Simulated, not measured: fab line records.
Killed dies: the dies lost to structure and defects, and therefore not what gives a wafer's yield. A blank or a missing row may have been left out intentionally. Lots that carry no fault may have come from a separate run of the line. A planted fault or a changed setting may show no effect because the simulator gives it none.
8D (eight disciplines) problem report, filled in by code :: flow gf180mcu :: the parts of the form that need people (team, actions taken, sign-off) are left out

== 1. WHAT WENT WRONG ==
Mean VT_IMPLANT_03_OVL at GF_VT_IMPLANT_OVL_MEAS_40: -155.8 nm over 6 wafers in 2 lots; fault-free wafers: -0.1 nm, standard deviation 1.2. That is -99 or more standard deviations from the usual mean.
First observed at day 11 06:17: wafer L446.2, on overlay-02. At this step, 39 wafers from 13 lots have a number in the record. By rule, "out" or "out of limits" means more than 4 standard deviations away from the usual mean. Any other wafer with a number is counted as sound.

== 2. WHAT THIS IS AND IS NOT ==
question: which readings at this step
is: VT_IMPLANT_03_OVL
is not: -

question: which lots
is: L446, L447
is not: L433, L434, L435, L436, L437, L438, L440, L442, L449, L453, L454

question: which wafers of those lots
is: all that have a number
is not: -

question: read on which gauges
is: overlay-01, overlay-02
is not: -

question: when
is: from day 11 06:17
is not: up to then (24 sound wafers); but 9 sound wafers of L449, L453, L454 came after

== 3. THE SUSPECTS, EACH WITH WHAT RULES IT OUT ==
Counting: a tool stays on the suspect list if, at a process step up to the reading, it processed all lots that are out and no sound lot following the first of them.
- the gauge at GF_VT_IMPLANT_OVL_MEAS_40: ruled out. Those wafers that are out were read across 2 gauges (overlay-01, overlay-02).
- iline-stepper-01 at GF_VT_IMPLANT_EXPOSE_37 (exposes mask Nwell HV AREA, target cd 860 nm): kept. Every lot that is out went through it, starting with L446 (day 10 21:23), and after that it ran no sound lot; the last sound lot it ran before then is L437 (day 8 06:53).
The count leaves iline-stepper-01 at GF_VT_IMPLANT_EXPOSE_37.

== 4. THE CAUSE (what the simulator had put in) ==
Scanner matching overlay: iline-stepper-01, from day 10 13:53 on, at GF_VT_IMPLANT_EXPOSE_37. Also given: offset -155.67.
This tool alone remained once counting was done.

== 5. THE CHAIN OF EFFECTS, in route order ==
Rows list readings where the struck wafers' mean (over those with a number) sits beyond 3 standard deviations from the usual. Readings are gone through only where the record gives a usual standard deviation; hours: the median, over the lots, of the time from a lot's start at the first step in this table giving one to that lot's start at this step; sigmas: the change measured in usual standard deviations.
hours: 0
step: GF_VT_IMPLANT_OVL_MEAS_40
reading: VT_IMPLANT_03_OVL
usual: -0.1 nm
on struck wafers: -155.8
change: -155.7
sigmas: -99 or more

== 6. WHAT WOULD HAVE CAUGHT IT SOONER ==
The first out-of-limits reading at a measuring or inspecting step in this record came at day 11 06:17, 16 hours after the fault's start at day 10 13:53.
An alarm limit of 4 standard deviations would not have fired on the tool readings at GF_VT_IMPLANT_EXPOSE_37 for which the record gives a usual standard deviation, since none of them was out on any struck wafer.
Lots out: 2; all had begun GF_VT_IMPLANT_EXPOSE_37 on iline-stepper-01 by day 11 06:17. A hold on the tool at that time would have spared none of them.
